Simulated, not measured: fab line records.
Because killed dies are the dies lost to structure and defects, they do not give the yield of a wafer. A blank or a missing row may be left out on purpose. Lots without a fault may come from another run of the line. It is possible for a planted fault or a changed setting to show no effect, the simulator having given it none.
Check for tools in common / flow gf180mcu / Sample size 13 lots and 39 wafers

WHY IT WAS OPENED
At GF_VT_IMPLANT_RS_MEAS_49 the reading MVPSD_RS is flagged on 2 of 13 lots. Fault-free wafers read 1169 ohm/sq, with a standard deviation of 3.5.
Rule: a lot is flagged in two cases, either no wafer of it has a number, or all its wafers with numbers fall more than 4 standard deviations from that mean. As for the other lots, they are considered sound.

lot=L789; measured=day 7 10:58; on=film-metro-04; MVPSD_RS (ohm/sq), wafer by wafer=1175 1172 1173; flag=
lot=L790; measured=day 7 17:55; on=film-metro-03; MVPSD_RS (ohm/sq), wafer by wafer=1175 1171 1173; flag=
lot=L791; measured=day 8 00:37; on=film-metro-04; MVPSD_RS (ohm/sq), wafer by wafer=1171 1170 1168; flag=
lot=L792; measured=day 8 05:51; on=film-metro-02; MVPSD_RS (ohm/sq), wafer by wafer=1166 1168 1163; flag=
lot=L793; measured=day 8 15:16; on=film-metro-02; MVPSD_RS (ohm/sq), wafer by wafer=1160 1163 1163; flag=
lot=L794; measured=day 8 20:58; on=film-metro-03; MVPSD_RS (ohm/sq), wafer by wafer=1161 1160 1163; flag=
lot=L795; measured=day 9 04:26; on=film-metro-02; MVPSD_RS (ohm/sq), wafer by wafer=1170 1168 1168; flag=
lot=L802; measured=day 11 05:34; on=film-metro-03; MVPSD_RS (ohm/sq), wafer by wafer=1060 1061 1061; flag=FLAGGED
lot=L804; measured=day 12 03:43; on=film-metro-03; MVPSD_RS (ohm/sq), wafer by wafer=1062 1065 1061; flag=FLAGGED
lot=L808; measured=day 13 04:41; on=film-metro-02; MVPSD_RS (ohm/sq), wafer by wafer=1167 1169 1165; flag=
lot=L810; measured=day 13 14:16; on=film-metro-03; MVPSD_RS (ohm/sq), wafer by wafer=1169 1165 1167; flag=
lot=L812; measured=day 13 22:53; on=film-metro-04; MVPSD_RS (ohm/sq), wafer by wafer=1169 1170 1169; flag=
lot=L811; measured=day 14 02:16; on=film-metro-04; MVPSD_RS (ohm/sq), wafer by wafer=1172 1176 1174; flag=
On average the flagged lots' numbers are 1062 ohm/sq, which is -107 ohm/sq against the usual, or -31 standard deviations.

WHICH TOOL EACH LOT WENT THROUGH
The record holds 1 process step before the reading, out of a route of 602 steps. Cell contents, in order: the tool; ch with the chambers the sampled wafers went through; the start.
lot=L789; flag=; GF_MVPSD_IMPLANT_09=implanter-02 ch 0, day 5 00:06
lot=L790; flag=; GF_MVPSD_IMPLANT_09=implanter-01 ch 0, day 5 06:13
lot=L791; flag=; GF_MVPSD_IMPLANT_09=implanter-03 ch 0, day 5 11:52
lot=L792; flag=; GF_MVPSD_IMPLANT_09=implanter-01 ch 0, day 5 16:41
lot=L793; flag=; GF_MVPSD_IMPLANT_09=implanter-01 ch 0, day 6 00:55
lot=L794; flag=; GF_MVPSD_IMPLANT_09=implanter-01 ch 0, day 6 03:47
lot=L795; flag=; GF_MVPSD_IMPLANT_09=implanter-03 ch 0, day 6 10:45
lot=L802; flag=FLAGGED; GF_MVPSD_IMPLANT_09=implanter-03 ch 0, day 8 05:10
lot=L804; flag=FLAGGED; GF_MVPSD_IMPLANT_09=implanter-03 ch 0, day 9 03:41
lot=L808; flag=; GF_MVPSD_IMPLANT_09=implanter-01 ch 0, day 10 00:53
lot=L810; flag=; GF_MVPSD_IMPLANT_09=implanter-02 ch 0, day 10 09:37
lot=L812; flag=; GF_MVPSD_IMPLANT_09=implanter-01 ch 0, day 10 18:00
lot=L811; flag=; GF_MVPSD_IMPLANT_09=implanter-02 ch 0, day 10 20:26
What these steps do:
- GF_MVPSD_IMPLANT_09
- GF_VT_IMPLANT_RS_MEAS_49: measures by four-point-probe.

FLAGGED AGAINST TOTAL, ONE TOOL AT A TIME (gauges that did the reading follow at the end)
step=GF_MVPSD_IMPLANT_09; tool=implanter-01; lots run=6; flagged=0; share of the flagged lots=none; sound lots run after its first flagged lot=-
step=GF_MVPSD_IMPLANT_09; tool=implanter-02; lots run=3; flagged=0; share of the flagged lots=none; sound lots run after its first flagged lot=-
step=GF_MVPSD_IMPLANT_09; tool=implanter-03; lots run=4; flagged=2; share of the flagged lots=all; sound lots run after its first flagged lot=0
step=GF_VT_IMPLANT_RS_MEAS_49; tool=film-metro-02; lots run=4; flagged=0; share of the flagged lots=none; sound lots run after its first flagged lot=-
step=GF_VT_IMPLANT_RS_MEAS_49; tool=film-metro-03; lots run=5; flagged=2; share of the flagged lots=all; sound lots run after its first flagged lot=1 (L810)
step=GF_VT_IMPLANT_RS_MEAS_49; tool=film-metro-04; lots run=4; flagged=0; share of the flagged lots=none; sound lots run after its first flagged lot=-

WHAT THE TABLE PERMITS
implanter-03 at GF_MVPSD_IMPLANT_09 and film-metro-03 at GF_VT_IMPLANT_RS_MEAS_49 are the 2 rows of the table that ran each flagged lot.
- implanter-03 at GF_MVPSD_IMPLANT_09 ran 4 lots, 2 of them flagged. Last sound lot L795 at day 6 10:45, first flagged lot L802 at day 8 05:10; a fault beginning in between fits. Its own readings lie more than 4 standard deviations out on every wafer of the flagged lots: dose-ions-cm2, faraday-current-uA.
- film-metro-03 at GF_VT_IMPLANT_RS_MEAS_49 ran 5 lots, 2 of them flagged. Sound lots ran on it after the first flagged one (L810), which a lasting fault on the whole tool wouldn't allow.
What remains is a single tool, implanter-03 at GF_MVPSD_IMPLANT_09.

WHAT WAS PUT IN BY THE SIMULATOR
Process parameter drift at GF_MVPSD_IMPLANT_09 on implanter-03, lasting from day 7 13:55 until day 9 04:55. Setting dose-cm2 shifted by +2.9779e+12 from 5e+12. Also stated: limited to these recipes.
Struck lots among those shown: L802, L804. The rule given above showed the same thing.
